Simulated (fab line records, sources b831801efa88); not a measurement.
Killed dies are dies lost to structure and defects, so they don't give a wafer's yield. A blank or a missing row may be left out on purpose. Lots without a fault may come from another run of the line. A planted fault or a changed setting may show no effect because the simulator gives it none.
fab line records | flow sky130
record lots=12 wafers=36 last_day=50
route steps=708 shown LDD_LDN@302 POLY_CUT@317 SD_P@330 SD_N@353 PAD_OPEN@708
lots that met no fault: from a run of the same line without faults
start_h: hours from the record's first day to the start of the lot's first wafer shown | wait_h: hours since the lot's step before | " the same as in the row above | L1.1+2: a row that stands for several wafers | - no value, or no start given | * or withheld: withheld | < > ~ a bound
route shown NAME@n: a module of which the file shows steps, and the number in the route of the first | usual: mean/standard deviation of fault-free wafers | same: alike in all rows | chamber/n: place in a boat | sites: the reading at each site | _std_site: their standard deviation | _edge_site: outer sites' mean less inner sites' | radius_mm: how far each site lies from the wafer's centre | mask NAME#n: copy n | behind: the tool/chamber that last shaped the wafer | hold: why the lot was held/for how many hours/how that ended | device: the transistor (n, p or np) that didn't switch | end of line: the same wafers' tests at the end of the route | a step without rows: its recipe alone | killed: dies lost to structure and defects at the first sort, not the wafer's yield | map: a wafer's dies, x killed, . not, _ none there
set.NAME: the setting as run; set.NAME@STEP: as run at that earlier step | model.NAME: the simulator's own value behind a step, which no gauge read
steps of the route over a sample of lots; a table a step, a row a wafer
services: from which hour (start_h, from the record's first day; less than 0 if before it) a tool's chamber was out of use, for how many hours, and why
## steps
# step SKY_LDD_LDN_TW_MEAS_13
# usual LDD_LDN_TW=1488/16
# columns lot.wafer tool chamber start_h wait_h LDD_LDN_TW
L105.2 film_metro-03 - 519.88 0.1 1501
L105.3 " - " " 1502
L105.6 " - " " 1513
L106.1 film_metro-03 - 529.37 0.1 1504
L106.3 " - " " 1504
L106.4 " - " " 1515
L107.2 film_metro-03 - 530.38 0.1 1505
L107.3 " - " " 1495
L107.6 " - " " 1503
L108.3 film_metro-03 - 549.79 0.1 1502
L108.4 " - " " 1508
L108.6 " - " " 1508
L109.1 film_metro-02 - 558.97 0.1 1473
L109.4 " - " " 1471
L109.5 " - " " 1472
L113.2 film_metro-02 - 609.73 0.1 1479
L113.4 " - " " 1479
L113.6 " - " " 1471
L119.1 film_metro-03 - 643.17 0.1 1510
L119.3 " - " " 1503
L119.6 " - " " 1502
L120.3 film_metro-02 - 650.09 0.1 1469
L120.4 " - " " 1466
L120.6 " - " " 1466
L122.1 film_metro-01 - 667.62 0.1 1477
L122.2 " - " " 1471
L122.4 " - " " 1474
L124.2 film_metro-01 - 684.53 0.1 1478
L124.3 " - " " 1484
L124.5 " - " " 1488
L126.2 film_metro-01 - 694.63 0.1 1476
L126.3 " - " " 1479
L126.6 " - " " 1481
L128.2 film_metro-01 - 714.38 0.1 1474
L128.3 " - " " 1471
L128.4 " - " " 1485
# step SKY_POLY_CUT_ETCH_10
# recipe chemistry=N2/H2 target=BARC ion_energy_ev=200 source_w=500 bias_w=100 pressure_mtorr=30 n2_flow_sccm=100 h2_flow_sccm=200 stop_on=SiO2 time_s=47.51 target_depth_a=600
# usual drypump_motor_current_A=5.5/0.38 oes_product_au=0.847/0.0047 throttle_valve_pct=13.223/0.0092
# columns lot.wafer tool chamber start_h wait_h drypump_motor_current_A oes_product_au rf_hours_counter_h throttle_valve_pct
L105.2 rie_diel-01 2 552.29 0.0 5.8 0.841 7 13.232
L105.3 " 0 " " 4.9 0.852 57 13.227
L105.6 " 2 " " 5.8 0.837 - 13.218
L106.1 rie_diel-01 1 565.99 0.0 6.1 0.850 54 13.227
L106.3 " 2 " " 5.8 0.838 7 13.222
L106.4 " 0 " " 4.8 0.847 57 13.227
L107.2 rie_diel-02 2 566.34 0.0 5.5 0.853 2 13.227
L107.3 " 0 " " 5.8 0.848 19 13.227
L107.6 " 3 " " 5.5 0.840 - 13.225
L108.3 rie_diel-03 1 581.14 0.0 5.1 0.851 5 13.218
L108.4 " 2 " " 5.8 0.846 4 13.221
L108.6 " 3 " " 5.1 0.851 - 13.239
L109.1 rie_diel-01 3 590.14 0.0 5.4 0.859 60 13.209
L109.4 " 1 " " 6.2 0.846 54 13.226
L109.5 " 1 " " 6.1 0.842 - 13.219
L113.2 rie_diel-02 0 639.89 0.0 5.8 0.853 20 13.231
L113.4 " 2 " " 5.5 0.848 4 13.222
L113.6 " 3 " " 5.5 0.849 - 13.235
L119.1 rie_diel-02 1 675.24 0.0 6.0 0.848 18 13.220
L119.3 " 2 " " 5.5 0.849 5 13.216
L119.6 " 2 " " 5.5 0.844 - 13.221
L120.3 rie_diel-01 3 679.79 0.0 5.4 0.851 0 13.217
L120.4 " 1 " " 6.1 0.842 - 13.223
L120.6 " 3 " " 5.4 0.847 - 13.211
L122.1 rie_diel-03 3 697.59 0.0 5.1 0.842 12 13.224
L122.2 " 0 " " 5.4 0.847 4 13.232
L122.4 " 1 " " 5.1 0.850 8 13.227
L124.2 rie_diel-01 0 715.14 0.0 4.8 0.853 0 13.202
L124.3 " 1 " " 6.1 0.840 0 13.225
L124.5 " 2 " " 5.8 0.854 - 13.212
L126.2 rie_diel-01 3 729.49 0.0 5.4 0.849 1 13.225
L126.3 " 1 " " 6.2 0.854 0 13.244
L126.6 " 1 " " 6.2 0.849 - 13.210
L128.2 rie_diel-03 3 740.64 0.0 5.1 0.850 13 13.232
L128.3 " 0 " " 5.3 0.845 6 13.230
L128.4 " 1 " " 5.1 0.846 - 13.233
# step SKY_SD_P_STRIP_10
# recipe chemistry=O2/N2 power_w=1400 pressure_mtorr=1500 platen_temp_c=withheld o2_flow_sccm=3000 n2_flow_sccm=300 overash_fraction=0.5
# usual drypump_motor_current_A=5.6/0.38 oes_product_au=0.618/0.0045 strip_time_to_endpoint_s=17.51/0.046
# columns lot.wafer tool chamber start_h wait_h drypump_motor_current_A oes_product_au rf_hours_counter_h strip_time_to_endpoint_s
L105.2 plasma_asher-01 1 582.19 0.1 6.2 0.619 45 17.55
L105.3 " 0 " " 5.2 0.616 - 17.54
L105.6 " 0 " " 5.2 0.621 - 17.52
L106.1 plasma_asher-02 1 595.54 0.1 5.9 0.624 77 17.55
L106.3 " 1 " " 5.9 0.622 - 17.60
L106.4 " 0 " " 5.1 0.612 - 17.53
L107.2 plasma_asher-03 1 596.04 0.1 5.5 0.619 17 17.47
L107.3 " 0 " " 5.8 0.623 - 17.42
L107.6 " 0 " " 5.8 0.617 - 17.48
L108.3 plasma_asher-01 0 609.97 0.1 5.2 0.614 - 17.48
L108.4 " 1 " " 6.2 0.612 - 17.47
L108.6 " 0 " " 5.2 0.620 - 17.50
L109.1 plasma_asher-02 0 618.94 0.1 5.1 0.624 80 17.58
L109.4 " 1 " " 5.9 0.618 - 17.57
L109.5 " 1 " " 5.9 0.611 - 17.58
L113.2 plasma_asher-03 0 668.44 0.1 5.8 0.617 24 17.46
L113.4 " 0 " " 5.8 0.628 - 17.49
L113.6 " 1 " " 5.5 0.611 - 17.52
L119.1 plasma_asher-01 1 703.24 0.1 6.2 0.617 56 17.49
L119.3 " 1 " " 6.2 0.613 - 17.45
L119.6 " 1 " " 6.2 0.615 - 17.47
L120.3 plasma_asher-01 1 707.92 0.1 6.2 0.611 - 17.55
L120.4 " 0 " " 5.2 0.622 - 17.53
L120.6 " 1 " " 6.2 0.621 - 17.55
L122.1 plasma_asher-02 1 730.16 0.1 5.9 0.619 90 17.52
L122.2 " 0 " " 5.1 0.620 90 17.49
L122.4 " 0 " " 5.1 0.619 - 17.49
L124.2 plasma_asher-02 1 739.44 0.1 5.9 0.619 92 17.35
L124.3 " 0 " " 5.1 0.615 - 17.44
L124.5 " 1 " " 5.9 0.615 - 17.41
L126.2 plasma_asher-01 0 754.59 0.1 5.2 0.627 61 17.52
L126.3 " 1 " " 6.2 0.615 - 17.47
L126.6 " 1 " " 6.2 0.614 - 17.53
L128.2 plasma_asher-01 1 768.09 0.1 6.2 0.616 63 17.47
L128.3 " 1 " " 6.2 0.613 - 17.44
L128.4 " 0 " " 5.2 0.614 - 17.50
# step SKY_SD_N_STRIP_11
# recipe chemistry=O2/N2 power_w=1400 pressure_mtorr=1500 platen_temp_c=withheld o2_flow_sccm=3000 n2_flow_sccm=300 overash_fraction=0.5
# usual drypump_motor_current_A=5.7/0.58 oes_product_au=0.525/0.0045 strip_time_to_endpoint_s=22.69/0.037
# columns lot.wafer tool chamber start_h wait_h drypump_motor_current_A oes_product_au rf_hours_counter_h strip_time_to_endpoint_s
L105.2 plasma_asher-04 0 639.84 0.1 6.7 0.519 93 22.70
L105.3 " 0 " " 6.7 0.533 - 22.73
L105.6 " 1 " " 4.7 0.529 - 22.76
L106.1 plasma_asher-03 0 652.99 0.1 5.8 0.519 23 22.67
L106.3 " 1 " " 5.5 0.522 - 22.61
L106.4 " 0 " " 5.8 0.524 - 22.66
L107.2 plasma_asher-01 1 653.54 0.1 6.2 0.529 52 22.70
L107.3 " 0 " " 5.2 0.531 - 22.72
L107.6 " 0 " " 5.3 0.525 - 22.67
L108.3 plasma_asher-03 1 667.74 0.1 5.5 0.526 - 22.74
L108.4 " 0 " " 5.8 0.538 - 22.65
L108.6 " 0 " " 5.8 0.530 - 22.69
L109.1 plasma_asher-04 0 674.54 0.1 6.7 0.522 97 22.56
L109.4 " 1 " " 4.7 0.526 - 22.62
L109.5 " 1 " " 4.7 0.529 - 22.64
L113.2 plasma_asher-04 1 730.19 0.1 4.7 0.306 102 -
L113.4 " 1 " " 4.7 0.308 - -
L113.6 " 0 " " 6.7 0.296 - -
L119.1 plasma_asher-01 1 757.38 0.1 6.2 0.530 61 22.70
L119.3 " 1 " " 6.2 0.527 - 22.65
L119.6 " 0 " " 5.2 0.527 - 22.67
L120.3 plasma_asher-01 0 762.02 0.1 5.2 0.529 - 22.67
L120.4 " 1 " " 6.2 0.526 - 22.65
L120.6 " 0 " " 5.2 0.530 - 22.68
L122.1 plasma_asher-03 1 782.74 0.1 5.5 0.523 37 22.70
L122.2 " 0 " " 5.8 0.524 37 22.69
L122.4 " 1 " " 5.5 0.522 - 22.72
L124.2 plasma_asher-01 1 792.79 0.1 6.2 0.517 65 22.69
L124.3 " 0 " " 5.2 0.526 - 22.70
L124.5 " 1 " " 6.2 0.526 - 22.74
L126.2 plasma_asher-01 0 807.19 0.1 5.2 0.528 67 22.72
L126.3 " 1 " " 6.2 0.526 - 22.75
L126.6 " 0 " " 5.2 0.529 - 22.70
L128.2 plasma_asher-04 0 820.99 0.1 6.7 0.531 5 22.70
L128.3 " 1 " " 4.7 0.526 - 22.71
L128.4 " 0 " " 6.7 0.517 - 22.69
# step SKY_PAD_OPEN_PROBE_99
# usual killed_at_M0_to_M3=44/6.6 killed_at_M4_up=2.9/1.8 killed_at_contacts=24/4.8 killed_at_front_end=15/4.5 killed_at_other=0.3/0.64 killed_dies=86/8.7 killed_on_rim=17/3.8 killed_open=47/6.5 killed_short=39/5.8
# same gross_dies=492 killed_at_back_side=0
# columns lot.wafer tool chamber start_h wait_h hold killed_at_M0_to_M3 killed_at_M4_up killed_at_contacts killed_at_front_end killed_at_other killed_dies killed_on_rim killed_open killed_short
L105.2 prober-01 - 1072.03 0.1 - 37 0 21 25 0 83 18 44 39
L105.3 prober-01 - 1072.08 0.2 - 40 6 28 17 0 91 21 47 44
L105.6 prober-01 - 1072.23 0.2 - 36 5 24 16 0 81 17 42 39
L106.1 prober-02 - 1076.35 0.1 - 37 3 25 18 2 85 15 56 27
L106.3 prober-02 - 1076.45 0.2 - 44 6 26 14 1 91 14 50 41
L106.4 prober-02 - 1076.50 0.2 - 38 5 21 23 0 87 17 41 46
L107.2 prober-01 - 1078.15 0.1 - 40 1 23 18 0 82 19 39 43
L107.3 prober-01 - 1078.20 0.2 - 51 3 16 19 1 90 17 46 43
L107.6 prober-01 - 1078.35 0.2 - 49 2 26 16 3 96 19 52 42
L108.3 prober-02 - 1091.76 0.2 - 45 3 30 10 0 88 15 48 40
L108.4 prober-02 - 1091.81 0.2 - 35 1 20 13 0 69 12 38 31
L108.6 prober-02 - 1091.91 0.2 - 47 3 26 15 0 91 18 52 39
L109.1 prober-01 - 1093.49 0.1 - 44 5 24 21 0 94 22 61 33
L109.4 prober-01 - 1093.64 0.2 - 52 1 30 14 0 97 20 55 41
L109.5 prober-01 - 1093.69 0.2 - 40 3 22 16 0 81 15 39 41
L113.2 prober-02 - 1134.87 0.1 await_dispo/1.9h/scrap 36 1 27 427 1 492 96 40 45
L113.4 prober-02 - 1134.97 0.2 await_dispo/1.9h/scrap 42 4 35 411 0 492 96 55 39
L113.6 prober-02 - 1135.07 0.2 await_dispo/1.9h/scrap 33 2 31 426 0 492 96 42 38
L119.1 prober-01 - 1152.90 0.1 - 49 2 19 14 0 84 17 47 37
L119.3 prober-01 - 1153.00 0.2 - 50 2 22 13 2 89 19 51 38
L119.6 prober-01 - 1153.15 0.2 - 49 2 20 15 0 86 16 39 47
L120.3 prober-02 - 1159.67 0.2 - 35 0 27 14 0 76 14 41 35
L120.4 prober-02 - 1159.72 0.2 - 44 2 23 13 1 83 17 48 35
L120.6 prober-02 - 1159.82 0.2 - 52 4 26 11 0 93 16 52 41
L122.1 prober-02 - 1168.54 0.1 - 55 6 24 14 0 99 19 57 41
L122.2 prober-02 - 1168.59 0.1 - 37 5 24 12 0 78 13 39 38
L122.4 prober-02 - 1168.69 0.2 - 42 4 22 15 0 83 19 38 43
L124.2 prober-02 - 1177.90 0.1 - 44 1 22 11 0 78 14 33 45
L124.3 prober-02 - 1177.95 0.2 - 32 5 30 13 0 80 21 44 36
L124.5 prober-02 - 1178.05 0.2 - 36 3 24 13 0 76 13 42 34
L126.2 prober-02 - 1185.31 0.1 - 49 3 31 21 0 104 23 54 50
L126.3 prober-02 - 1185.36 0.2 - 40 2 28 18 0 88 19 52 36
L126.6 prober-02 - 1185.51 0.2 - 40 1 22 13 1 77 16 45 31
L128.2 prober-02 - 1195.66 0.1 - 38 4 26 14 0 82 15 48 34
L128.3 prober-02 - 1195.71 0.2 - 49 2 38 10 0 99 23 58 41
L128.4 prober-02 - 1195.76 0.2 - 42 4 24 13 1 84 19 48 36
# killed by level:class
L105.2 VIA1:geometric_particle:open=10 CONTACT:geometric_particle:open=7 METAL2:geometric_particle:short=6 VIA3:geometric_particle:open=6 LI_CONTACT:geometric_particle:open=5 CONTACT:geometric_particle:short=5 VIA3:geometric_particle:short=5 FIELD_ISO:geometric_particle:short=4
L105.3 VIA1:geometric_particle:open=10 CONTACT:geometric_particle:open=9 FIELD_ISO:geometric_particle:open=7 VIA2:geometric_particle:open=7 METAL1:geometric_particle:short=6 LOCAL_INTERCONNECT:geometric_particle:short=6 METAL3:geometric_particle:short=6 CONTACT:geometric_particle:short=5
L105.6 VIA1:geometric_particle:open=12 CONTACT:geometric_particle:open=11 CONTACT:geometric_particle:short=7 FIELD_ISO:geometric_particle:open=5 POLY_GATE:geometric_particle:short=5 VIA3:geometric_particle:open=5 LOCAL_INTERCONNECT:geometric_particle:short=4 VIA2:geometric_particle:open=4
L106.1 VIA1:geometric_particle:open=13 CONTACT:geometric_particle:open=11 VIA2:geometric_particle:open=9 LI_CONTACT:geometric_particle:open=7 FIELD_ISO:geometric_particle:open=5 POLY_GATE:geometric_particle:short=4 POLY_GATE:geometric_particle:open=4 METAL2:geometric_particle:short=4
L106.3 VIA1:geometric_particle:open=11 VIA2:geometric_particle:open=9 LI_CONTACT:geometric_particle:open=8 CONTACT:geometric_particle:short=8 LI_CONTACT:geometric_particle:short=5 VIA3:geometric_particle:open=5 FIELD_ISO:geometric_particle:short=4 CONTACT:geometric_particle:open=4
L106.4 VIA1:geometric_particle:open=10 CONTACT:geometric_particle:open=8 FIELD_ISO:geometric_particle:short=7 POLY_GATE:geometric_particle:short=6 METAL2:geometric_particle:short=6 VIA2:geometric_particle:open=6 CONTACT:geometric_particle:short=5 METAL1:geometric_particle:short=5
L107.2 CONTACT:geometric_particle:short=8 VIA2:geometric_particle:open=8 VIA1:geometric_particle:open=8 FIELD_ISO:geometric_particle:short=7 METAL2:geometric_particle:short=7 CONTACT:geometric_particle:open=6 LOCAL_INTERCONNECT:geometric_particle:short=5 VIA3:geometric_particle:open=5
L107.3 VIA1:geometric_particle:open=16 VIA3:geometric_particle:open=8 VIA1:geometric_particle:short=8 FIELD_ISO:geometric_particle:short=5 CONTACT:geometric_particle:short=5 METAL1:geometric_particle:short=5 FIELD_ISO:geometric_particle:open=4 POLY_GATE:geometric_particle:open=4
L107.6 VIA1:geometric_particle:open=16 CONTACT:geometric_particle:open=9 VIA2:geometric_particle:open=8 FIELD_ISO:geometric_particle:short=6 VIA3:geometric_particle:open=6 METAL2:geometric_particle:short=5 CONTACT:geometric_particle:short=5 POLY_GATE:geometric_particle:open=4
L108.3 VIA1:geometric_particle:open=12 LI_CONTACT:geometric_particle:open=8 VIA3:geometric_particle:open=7 CONTACT:geometric_particle:open=6 VIA1:geometric_particle:short=6 LI_CONTACT:geometric_particle:short=5 LOCAL_INTERCONNECT:geometric_particle:short=5 VIA2:geometric_particle:open=5
L108.4 VIA1:geometric_particle:open=9 LI_CONTACT:geometric_particle:open=6 VIA3:geometric_particle:open=6 CONTACT:geometric_particle:open=6 METAL2:geometric_particle:short=6 FIELD_ISO:geometric_particle:open=5 FIELD_ISO:geometric_particle:short=5 METAL1:geometric_particle:short=4
L108.6 CONTACT:geometric_particle:open=12 VIA1:geometric_particle:open=10 VIA2:geometric_particle:open=9 METAL2:geometric_particle:short=6 VIA3:geometric_particle:open=6 VIA2:geometric_particle:short=6 POLY_GATE:geometric_particle:short=5 LI_CONTACT:geometric_particle:open=5
L109.1 VIA1:geometric_particle:open=15 CONTACT:geometric_particle:open=13 POLY_GATE:geometric_particle:open=7 VIA2:geometric_particle:open=7 LI_CONTACT:geometric_particle:open=6 METAL1:geometric_particle:short=5 FIELD_ISO:geometric_particle:short=4 POLY_GATE:geometric_particle:short=4
L109.4 CONTACT:geometric_particle:open=13 VIA1:geometric_particle:open=13 VIA2:geometric_particle:open=9 VIA1:geometric_particle:short=8 CONTACT:geometric_particle:short=8 METAL2:geometric_particle:short=6 FIELD_ISO:geometric_particle:open=5 LI_CONTACT:geometric_particle:open=5
L109.5 CONTACT:geometric_particle:open=8 POLY_GATE:geometric_particle:open=6 VIA2:geometric_particle:open=6 VIA2:geometric_particle:short=5 LOCAL_INTERCONNECT:geometric_particle:short=5 VIA1:geometric_particle:open=5 VIA1:geometric_particle:short=5 METAL3:geometric_particle:short=5
L113.2 SD_N:area_rta=406 POLY_GATE:geometric_particle:short=8 CONTACT:geometric_particle:short=7 CONTACT:geometric_particle:open=7 VIA1:geometric_particle:open=7 VIA2:geometric_particle:open=6 LOCAL_INTERCONNECT:geometric_particle:short=5 FIELD_ISO:geometric_particle:open=4
L113.4 SD_N:area_rta=398 LI_CONTACT:geometric_particle:open=10 VIA1:geometric_particle:open=9 CONTACT:geometric_particle:open=8 VIA1:geometric_particle:short=7 LOCAL_INTERCONNECT:geometric_particle:open=5 CONTACT:geometric_particle:short=5 METAL2:geometric_particle:short=5
L113.6 SD_N:area_rta=412 CONTACT:geometric_particle:short=8 CONTACT:geometric_particle:open=8 VIA1:geometric_particle:open=8 METAL1:geometric_particle:short=6 LI_CONTACT:geometric_particle:open=5 POLY_GATE:geometric_particle:short=4 LOCAL_INTERCONNECT:geometric_particle:short=4
L119.1 VIA1:geometric_particle:open=15 LI_CONTACT:geometric_particle:open=7 VIA1:geometric_particle:short=6 VIA3:geometric_particle:open=6 VIA3:geometric_particle:short=6 POLY_GATE:geometric_particle:short=5 CONTACT:geometric_particle:open=5 METAL2:geometric_particle:short=5
L119.3 VIA1:geometric_particle:open=9 METAL1:geometric_particle:open=8 CONTACT:geometric_particle:open=7 LI_CONTACT:geometric_particle:open=6 METAL2:geometric_particle:short=6 VIA3:geometric_particle:open=6 VIA2:geometric_particle:open=5 VIA2:geometric_particle:short=5
L119.6 METAL1:geometric_particle:short=9 VIA3:geometric_particle:open=8 CONTACT:geometric_particle:open=8 VIA1:geometric_particle:open=8 METAL2:geometric_particle:short=7 VIA1:geometric_particle:short=6 LI_CONTACT:geometric_particle:open=5 POLY_GATE:geometric_particle:short=5
L120.3 LI_CONTACT:geometric_particle:open=8 CONTACT:geometric_particle:open=7 VIA2:geometric_particle:open=6 METAL1:geometric_particle:short=5 VIA1:geometric_particle:open=5 FIELD_ISO:geometric_particle:open=4 LI_CONTACT:geometric_particle:short=4 FIELD_ISO:geometric_particle:short=3
L120.4 VIA1:geometric_particle:open=15 CONTACT:geometric_particle:open=10 LI_CONTACT:geometric_particle:short=7 METAL2:geometric_particle:short=7 VIA1:geometric_particle:short=4 METAL2:geometric_particle:open=4 VIA2:geometric_particle:open=4 FIELD_ISO:geometric_particle:open=3
L120.6 VIA1:geometric_particle:open=14 LI_CONTACT:geometric_particle:open=9 VIA3:geometric_particle:open=9 CONTACT:geometric_particle:open=6 VIA1:geometric_particle:short=6 VIA2:geometric_particle:open=6 POLY_GATE:geometric_particle:short=5 LOCAL_INTERCONNECT:geometric_particle:short=4
L122.1 VIA1:geometric_particle:open=15 VIA3:geometric_particle:open=11 CONTACT:geometric_particle:open=10 LI_CONTACT:geometric_particle:open=8 VIA1:geometric_particle:short=6 FIELD_ISO:geometric_particle:short=5 VIA2:geometric_particle:open=5 VIA3:geometric_particle:short=5
L122.2 LI_CONTACT:geometric_particle:open=7 VIA1:geometric_particle:open=7 VIA3:geometric_particle:open=7 CONTACT:geometric_particle:short=6 CONTACT:geometric_particle:open=6 METAL2:geometric_particle:short=5 FIELD_ISO:geometric_particle:open=4 LOCAL_INTERCONNECT:geometric_particle:short=4
L122.4 VIA1:geometric_particle:open=9 FIELD_ISO:geometric_particle:short=7 VIA1:geometric_particle:short=7 VIA2:geometric_particle:open=6 LI_CONTACT:geometric_particle:open=6 VIA3:geometric_particle:open=6 CONTACT:geometric_particle:open=5 METAL1:geometric_particle:short=5
L124.2 VIA1:geometric_particle:open=14 CONTACT:geometric_particle:open=7 CONTACT:geometric_particle:short=6 LI_CONTACT:geometric_particle:short=5 METAL2:geometric_particle:short=5 METAL3:geometric_particle:short=5 VIA2:geometric_particle:short=4 FIELD_ISO:geometric_particle:short=3
L124.3 LI_CONTACT:geometric_particle:open=9 CONTACT:geometric_particle:open=8 VIA1:geometric_particle:open=8 LOCAL_INTERCONNECT:geometric_particle:short=6 VIA2:geometric_particle:open=6 FIELD_ISO:geometric_particle:short=5 LI_CONTACT:geometric_particle:short=5 METAL2:geometric_particle:short=5
L124.5 VIA1:geometric_particle:open=10 CONTACT:geometric_particle:open=9 VIA2:geometric_particle:open=7 LI_CONTACT:geometric_particle:open=4 LI_CONTACT:geometric_particle:short=4 VIA2:geometric_particle:short=4 FIELD_ISO:geometric_particle:open=3 POLY_GATE:geometric_particle:short=3
L126.2 VIA1:geometric_particle:open=12 LI_CONTACT:geometric_particle:open=9 CONTACT:geometric_particle:open=9 FIELD_ISO:geometric_particle:short=6 FIELD_ISO:geometric_particle:open=5 POLY_GATE:geometric_particle:open=5 LOCAL_INTERCONNECT:geometric_particle:short=5 CONTACT:geometric_particle:short=5
L126.3 CONTACT:geometric_particle:open=10 LI_CONTACT:geometric_particle:open=9 VIA2:geometric_particle:open=8 VIA1:geometric_particle:open=7 FIELD_ISO:geometric_particle:open=5 VIA1:geometric_particle:short=5 LOCAL_INTERCONNECT:geometric_particle:short=4 METAL1:geometric_particle:short=4
L126.6 VIA1:geometric_particle:open=9 CONTACT:geometric_particle:open=8 LI_CONTACT:geometric_particle:open=6 VIA3:geometric_particle:open=5 METAL2:geometric_particle:short=5 VIA2:geometric_particle:open=5 FIELD_ISO:geometric_particle:open=4 VIA2:geometric_particle:short=4
L128.2 VIA1:geometric_particle:open=10 CONTACT:geometric_particle:open=9 LI_CONTACT:geometric_particle:short=6 METAL1:geometric_particle:short=6 LI_CONTACT:geometric_particle:open=5 CONTACT:geometric_particle:short=4 VIA3:geometric_particle:open=4 METAL4:geometric_particle:short=4
L128.3 VIA1:geometric_particle:open=13 CONTACT:geometric_particle:open=12 LI_CONTACT:geometric_particle:open=10 VIA2:geometric_particle:open=9 METAL1:geometric_particle:short=7 CONTACT:geometric_particle:short=6 LOCAL_INTERCONNECT:geometric_particle:short=5 VIA1:geometric_particle:short=5
L128.4 LI_CONTACT:geometric_particle:open=12 VIA1:geometric_particle:open=12 VIA2:geometric_particle:open=8 METAL1:geometric_particle:short=5 METAL2:geometric_particle:short=5 POLY_GATE:geometric_particle:short=4 VIA3:geometric_particle:open=4 CONTACT:geometric_particle:open=4
## services
# columns tool chamber start_h hours kind
rie_diel-02 2 530.31 7.4 repair
plasma_asher-03 - 536.27 0.7 repair
plasma_asher-03 - 545.70 4.1 repair
rie_diel-03 0 549.48 17.1 repair
plasma_asher-03 - 553.89 0.9 repair
rie_diel-01 3 594.96 3.4 repair
rie_diel-03 2 595.19 2.4 repair
rie_diel-01 - 600.09 14.6 pm
plasma_asher-02 - 605.98 1.0 repair
plasma_asher-01 - 611.45 6.5 repair
rie_diel-03 - 622.77 0.5 repair
plasma_asher-01 - 667.50 5.7 repair
rie_diel-01 1 673.63 2.5 repair
rie_diel-03 - 676.75 1.1 repair
rie_diel-02 1 692.01 12.0 repair
rie_diel-02 3 701.85 50.4 repair
rie_diel-03 - 708.49 0.6 repair
rie_diel-02 1 710.34 8.5 repair
plasma_asher-04 - 733.75 9.0 pm
rie_diel-03 2 738.45 8.1 repair
rie_diel-01 1 740.57 14.4 repair
plasma_asher-04 - 744.85 21.2 pm
rie_diel-01 1 757.74 5.5 repair
plasma_asher-01 - 800.76 2.8 pm
## key
first_sign step=SKY_SD_N_STRIP_11 reading=oes_product_au direction=down sigmas=50 usual=0.525 struck=0.303
effect step=SKY_PAD_OPEN_PROBE_99 reading=killed_at_front_end direction=up sigmas=91 usual=15 struck=421
more_kills_born_at SKY_SD_N_RTA_14@rtp_anneal-01=1216
met_at SKY_SD_N_STRIP_11
struck_lots L113
tester_left_out L113
not_acting_at SKY_LDD_LDN_TW_MEAS_13,SKY_POLY_CUT_ETCH_10,SKY_SD_P_STRIP_10
onset_between 674.54 730.19
fault kind=strip_aborted tool=plasma_asher-04 chamber=- onset_h=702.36 steps=SKY_SD_N_STRIP_11 offset=0.72425 end_h=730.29
# tester_left_out: of these lots the tester's yield and bins aren't shown, on N5 and GAA mostly nor the transistor test; their killed dies are dies lost to structure and defects alone, not to doping, threshold or leakage, so they don't give the yield
